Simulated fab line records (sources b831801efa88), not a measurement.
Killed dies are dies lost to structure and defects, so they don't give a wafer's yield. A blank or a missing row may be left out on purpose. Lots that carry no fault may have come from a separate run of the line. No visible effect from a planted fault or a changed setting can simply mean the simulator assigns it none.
Which tool is to blame? / flow sky130 / 13 lots with 38 wafers sampled at 3 steps, on a route of 708 steps

WHAT THE GAUGES SHOWED, per wafer
SKY_CAP2M_THK_MEAS_04: measures by xrf. Usual: CAP2M_TIN_THK 202.2 nm, standard deviation 2.6.
lot=L554; measured=day 39 21:31; on=filmMetro-01; CAP2M_TIN_THK (nm)=201.4 198.5 200.1; flag=
lot=L555; measured=day 40 00:43; on=filmMetro-04; CAP2M_TIN_THK (nm)=200.1 199.6 199.5; flag=
lot=L556; measured=day 40 13:43; on=filmMetro-01; CAP2M_TIN_THK (nm)=202.1 201.8 202.7; flag=
lot=L558; measured=day 41 22:14; on=filmMetro-01; CAP2M_TIN_THK (nm)=203.4 206.0 203.3; flag=
lot=L557; measured=day 41 23:35; on=filmMetro-01; CAP2M_TIN_THK (nm)=201.7 202.9 203.4; flag=
lot=L559; measured=day 41 18:06; on=filmMetro-01; CAP2M_TIN_THK (nm)=201.3 203.8 205.9; flag=
lot=L560; measured=day 42 04:37; on=filmMetro-01; CAP2M_TIN_THK (nm)=203.1 206.0 204.5; flag=
lot=L561; measured=day 42 11:08; on=filmMetro-02; CAP2M_TIN_THK (nm)=201.5 200.6 199.5; flag=
lot=L562; measured=day 42 08:10; on=filmMetro-04; CAP2M_TIN_THK (nm)=197.4 201.0 200.2; flag=
lot=L563; measured=day 42 12:08; on=filmMetro-01; CAP2M_TIN_THK (nm)=208.3 206.5 204.6; flag=
lot=L564; measured=day 43 01:26; on=filmMetro-01; CAP2M_TIN_THK (nm)=204.4 199.7 203.5; flag=
lot=L569; measured=day 44 06:37; on=filmMetro-02; CAP2M_TIN_THK (nm)=200.5 201.9; flag=
lot=L570; measured=day 44 13:09; on=filmMetro-02; CAP2M_TIN_THK (nm)=202.0 200.7 200.6; flag=

SKY_CAP2M_OVL_MEAS_12. Usual: CAP2M_OVL -0.4 nm, standard deviation 1.5.
lot=L554; measured=day 40 20:53; on=overlay-01; CAP2M_OVL (nm)=-1.2 -0.1 -0.5; flag=
lot=L555; measured=day 41 00:47; on=overlay-02; CAP2M_OVL (nm)=0.8 -1.1 -1.2; flag=
lot=L556; measured=day 41 12:56; on=overlay-02; CAP2M_OVL (nm)=1.9 1.1 0.8; flag=
lot=L558; measured=day 42 20:41; on=overlay-01; CAP2M_OVL (nm)=-3.8 -1.9 -4.8; flag=
lot=L557; measured=day 42 22:10; on=overlay-01; CAP2M_OVL (nm)=-1.8 -0.2 -1.4; flag=
lot=L559; measured=day 42 16:49; on=overlay-02; CAP2M_OVL (nm)=-0.4 -1.2 -0.1; flag=
lot=L560; measured=day 43 02:41; on=overlay-02; CAP2M_OVL (nm)=1.4 1.0 1.5; flag=
lot=L561; measured=day 43 09:48; on=overlay-02; CAP2M_OVL (nm)=1.3 3.1 0.7; flag=
lot=L562; measured=day 43 06:54; on=overlay-02; CAP2M_OVL (nm)=0.9 1.8 2.4; flag=
lot=L563; measured=day 43 11:01; on=overlay-02; CAP2M_OVL (nm)=-0.9 -0.3 0.4; flag=
lot=L564; measured=day 43 23:52; on=overlay-01; CAP2M_OVL (nm)=-1.6 -1.9 -0.7; flag=
lot=L569; measured=day 45 03:41; on=overlay-01; CAP2M_OVL (nm)=-0.6 -0.5; flag=
lot=L570; measured=day 45 10:25; on=overlay-01; CAP2M_OVL (nm)=-1.5 -3.8 -3.0; flag=

WHAT TOOL EACH LOT RAN ON (gives the tool, then ch and the chambers of the sampled wafers, and finally the start)
lot=L554; SKY_SONOS_ONO_OXIDATION_00=furnace-01 ch 0, day 11 19:36
lot=L555; SKY_SONOS_ONO_OXIDATION_00=furnace-01 ch 0, day 11 19:36
lot=L556; SKY_SONOS_ONO_OXIDATION_00=furnace-02 ch 0, day 12 06:48
lot=L558; SKY_SONOS_ONO_OXIDATION_00=furnace-01 ch 0, day 13 14:43
lot=L557; SKY_SONOS_ONO_OXIDATION_00=furnace-01 ch 0, day 13 16:04
lot=L559; SKY_SONOS_ONO_OXIDATION_00=furnace-01 ch 0, day 13 16:04
lot=L560; SKY_SONOS_ONO_OXIDATION_00=furnace-01 ch 0, day 14 02:25
lot=L561; SKY_SONOS_ONO_OXIDATION_00=furnace-02 ch 0, day 14 04:40
lot=L562; SKY_SONOS_ONO_OXIDATION_00=furnace-02 ch 0, day 14 07:59
lot=L563; SKY_SONOS_ONO_OXIDATION_00=furnace-01 ch 0, day 14 12:31
lot=L564; SKY_SONOS_ONO_OXIDATION_00=furnace-01 ch 0, day 15 01:43
lot=L569; SKY_SONOS_ONO_OXIDATION_00=furnace-01 ch 0, day 16 17:25
lot=L570; SKY_SONOS_ONO_OXIDATION_00=furnace-01 ch 0, day 17 02:38
- SKY_SONOS_ONO_OXIDATION_00: stabilise 600 s, purge 300 s, target thk 2.6 nm.

AS READ BY THE TOOLS THEMSELVES (means over the sampled wafers that have a number; for cases with no such wafer, the mark the record gives instead)
SKY_SONOS_ONO_OXIDATION_00. Usual: spikeTcLowerC 800.4 C, standard deviation 1.3; spikeTcUpperC 800.1 C, standard deviation 1.3; zonePowerLowerPct 14.8 %, standard deviation 0.45.
lot=L554; tool=furnace-01; spikeTcLowerC (C)=800.2; spikeTcUpperC (C)=801.1; zonePowerLowerPct (%)=14.5; flag=
lot=L555; tool=furnace-01; spikeTcLowerC (C)=800.9; spikeTcUpperC (C)=799.5; zonePowerLowerPct (%)=14.4; flag=
lot=L556; tool=furnace-02; spikeTcLowerC (C)=800.0; spikeTcUpperC (C)=798.4; zonePowerLowerPct (%)=15.3; flag=
lot=L558; tool=furnace-01; spikeTcLowerC (C)=801.2; spikeTcUpperC (C)=800.5; zonePowerLowerPct (%)=14.5; flag=
lot=L557; tool=furnace-01; spikeTcLowerC (C)=800.2; spikeTcUpperC (C)=800.2; zonePowerLowerPct (%)=14.5; flag=
lot=L559; tool=furnace-01; spikeTcLowerC (C)=801.1; spikeTcUpperC (C)=801.6; zonePowerLowerPct (%)=14.5; flag=
lot=L560; tool=furnace-01; spikeTcLowerC (C)=801.8; spikeTcUpperC (C)=801.2; zonePowerLowerPct (%)=14.6; flag=
lot=L561; tool=furnace-02; spikeTcLowerC (C)=799.8; spikeTcUpperC (C)=799.2; zonePowerLowerPct (%)=15.4; flag=
lot=L562; tool=furnace-02; spikeTcLowerC (C)=799.5; spikeTcUpperC (C)=799.2; zonePowerLowerPct (%)=15.4; flag=
lot=L563; tool=furnace-01; spikeTcLowerC (C)=801.1; spikeTcUpperC (C)=800.9; zonePowerLowerPct (%)=14.5; flag=
lot=L564; tool=furnace-01; spikeTcLowerC (C)=800.6; spikeTcUpperC (C)=801.7; zonePowerLowerPct (%)=14.4; flag=
lot=L569; tool=furnace-01; spikeTcLowerC (C)=801.9; spikeTcUpperC (C)=800.5; zonePowerLowerPct (%)=14.4; flag=
lot=L570; tool=furnace-01; spikeTcLowerC (C)=801.7; spikeTcUpperC (C)=800.5; zonePowerLowerPct (%)=14.5; flag=

THE ANSWER, worked out from the rows above alone
Rule: lot off if the mean of its wafers having a number is beyond 3 standard deviations from the usual mean. Also off: a lot with no number at a reading for which 4 or more lots have one. Any other lot the step has rows for is counted as sound. Order of review: gauges by route order, followed by the tools' own readings, for which a lot's mean as printed above is used. The first step at which some lot is off is used, and at that step the reading that is off furthest; a lot without a number counts as furthest.
No lot is off at any reading shown: from this, nothing can be told.

WHAT WAS PUT IN BY THE SIMULATOR
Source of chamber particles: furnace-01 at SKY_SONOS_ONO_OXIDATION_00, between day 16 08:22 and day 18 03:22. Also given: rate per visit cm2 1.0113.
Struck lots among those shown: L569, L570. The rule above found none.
